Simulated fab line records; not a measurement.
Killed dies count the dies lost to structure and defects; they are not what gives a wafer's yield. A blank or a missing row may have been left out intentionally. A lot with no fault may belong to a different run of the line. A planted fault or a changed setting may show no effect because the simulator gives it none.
The tool behind it: which one? | flow sky130 | 13 lots, 39 wafers sampled, at 3 steps of a route of 708

## WHAT EACH GAUGE READ, for each wafer
SKY_CONTACT_RS_MEAS_25: a four-point-probe measurement.
lot  | measured     | on            | CONTACT_W_RS (ohm/sq)
L201 | day 31 13:34 | film_metro-04 | 0.341 0.341 0.343
L202 | day 31 16:14 | film_metro-04 | 0.334 0.335 0.331
L203 | day 32 07:29 | film_metro-02 | 0.330 0.333 0.325
L204 | day 32 08:17 | film_metro-04 | 0.347 0.345 0.342
L206 | day 33 06:46 | film_metro-04 | 0.331 0.332 0.341
L210 | day 35 03:50 | film_metro-01 | 0.337 0.337 0.338
L209 | day 35 04:13 | film_metro-04 | 0.343 0.332 0.337
L211 | day 35 06:29 | film_metro-02 | 0.342 0.332 0.338
L213 | day 35 11:38 | film_metro-02 | 0.340 0.342 0.342
L214 | day 35 20:35 | film_metro-02 | 0.353 0.331 0.331
L216 | day 36 16:16 | film_metro-02 | 0.338 0.343 0.349
L217 | day 36 16:43 | film_metro-01 | 0.357 0.334 0.354
L221 | day 37 14:15 | film_metro-02 | 0.346 0.348 0.345

## WHAT TOOL EACH LOT RAN ON (gives the tool, then ch and the chambers of the sampled wafers, and finally the start)
lot  | SKY_CONTACT_SPUTTER_23       | SKY_CONTACT_CVD_24
L201 | pvd_sputter-02, day 31 13:23 | cvd_w-01 ch 0,1, day 31 13:27
L202 | pvd_sputter-04, day 31 16:02 | cvd_w-02 ch 0,1, day 31 16:06
L203 | pvd_sputter-04, day 32 07:17 | cvd_w-02 ch 0,1, day 32 07:21
L204 | pvd_sputter-02, day 32 08:07 | cvd_w-01 ch 0,1, day 32 08:10
L206 | pvd_sputter-01, day 33 06:35 | cvd_w-02 ch 0,1, day 33 06:38
L210 | pvd_sputter-04, day 35 03:38 | cvd_w-01 ch 0,1, day 35 03:42
L209 | pvd_sputter-01, day 35 04:02 | cvd_w-02 ch 0,1, day 35 04:06
L211 | pvd_sputter-02, day 35 06:19 | cvd_w-02 ch 0,1, day 35 06:23
L213 | pvd_sputter-01, day 35 11:26 | cvd_w-02 ch 1, day 35 11:30
L214 | pvd_sputter-04, day 35 20:25 | cvd_w-02 ch 0,1, day 35 20:29
L216 | pvd_sputter-01, day 36 16:05 | cvd_w-01 ch 0,1, day 36 16:09
L217 | pvd_sputter-02, day 36 16:31 | cvd_w-02 ch 0,1, day 36 16:37
L221 | pvd_sputter-02, day 37 14:04 | cvd_w-01 ch 0,1, day 37 14:07
- SKY_CONTACT_SPUTTER_23: material TiN, target thk 20 nm, time 80 s.
- SKY_CONTACT_CVD_24: deposits W, target thk 340 nm, time 102.12 s.

## AS READ BY THE TOOLS THEMSELVES (means over the sampled wafers that have a number; for cases with no such wafer, the mark the record gives instead)
SKY_CONTACT_SPUTTER_23.
lot  | tool           | throttle_valve_pct (%)
L201 | pvd_sputter-02 | 29.7
L202 | pvd_sputter-04 | 29.3
L203 | pvd_sputter-04 | 28.5
L204 | pvd_sputter-02 | 29.6
L206 | pvd_sputter-01 | 30.7
L210 | pvd_sputter-04 | 29.5
L209 | pvd_sputter-01 | 31.0
L211 | pvd_sputter-02 | 29.8
L213 | pvd_sputter-01 | 30.3
L214 | pvd_sputter-04 | 29.4
L216 | pvd_sputter-01 | 30.7
L217 | pvd_sputter-02 | 29.9
L221 | pvd_sputter-02 | 29.6

SKY_CONTACT_CVD_24.
lot  | tool     | chamber_pressure_Torr (Torr) | heater_power_w (W)
L201 | cvd_w-01 | 39.84                        | 874
L202 | cvd_w-02 | 40.05                        | 822
L203 | cvd_w-02 | 40.02                        | 838
L204 | cvd_w-01 | 40.06                        | 890
L206 | cvd_w-02 | 40.01                        | 874
L210 | cvd_w-01 | 40.08                        | 887
L209 | cvd_w-02 | 39.98                        | 883
L211 | cvd_w-02 | 40.07                        | 866
L213 | cvd_w-02 | 39.97                        | 794
L214 | cvd_w-02 | 38.43                        | 843
L216 | cvd_w-01 | 39.93                        | 900
L217 | cvd_w-02 | 36.83                        | 888
L221 | cvd_w-01 | 40.02                        | 898

## THE ANSWER, worked out from the rows above alone
Rule: what is usual is taken from the lots themselves. The widest of any qualifying gaps counts: lots, ordered by their means at a reading, are off when they make up no more than a third of the lots, leave a main group of 4 or more, and stand apart from it by 3 or more times the standard deviation of that group's means. The tables above print the reading to a certain number of digits; a main group whose means all agree to those digits is not used. Also off: a lot with no number at a reading for which 4 or more lots have one. Any other lot the step has rows for is counted as sound. Order of review: gauges by route order, followed by the tools' own readings, for which a lot's mean as printed above is used. At the first step where some lot is off, the reading lying furthest off is the one used; lots without a number count as furthest.
Off: L214, L217, at SKY_CONTACT_CVD_24 (chamber_pressure_Torr). The main group has a mean of 40.00 Torr with a standard deviation of 0.067.
If a tool, at that step or one of the process steps before it, ran each lot that is off and ran no sound lot following the first of them, it fits. One candidate fits, namely cvd_w-02 at SKY_CONTACT_CVD_24. A fault onset in the window from L213 (day 35 11:30, its last sound lot) to L214 (day 35 20:29, its first lot off) fits.
The tool's own readings at SKY_CONTACT_CVD_24 bear it out: on the lots that are off they differ by more than 5 times the standard deviation of the sound lots' means. chamber_pressure_Torr reads 37.63 Torr there against 40.00 Torr on the sound lots.

## WHAT THE SIMULATOR HAD INSERTED
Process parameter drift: cvd_w-02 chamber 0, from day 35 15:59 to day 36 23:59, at SKY_CONTACT_CVD_24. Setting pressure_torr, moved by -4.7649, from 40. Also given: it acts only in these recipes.
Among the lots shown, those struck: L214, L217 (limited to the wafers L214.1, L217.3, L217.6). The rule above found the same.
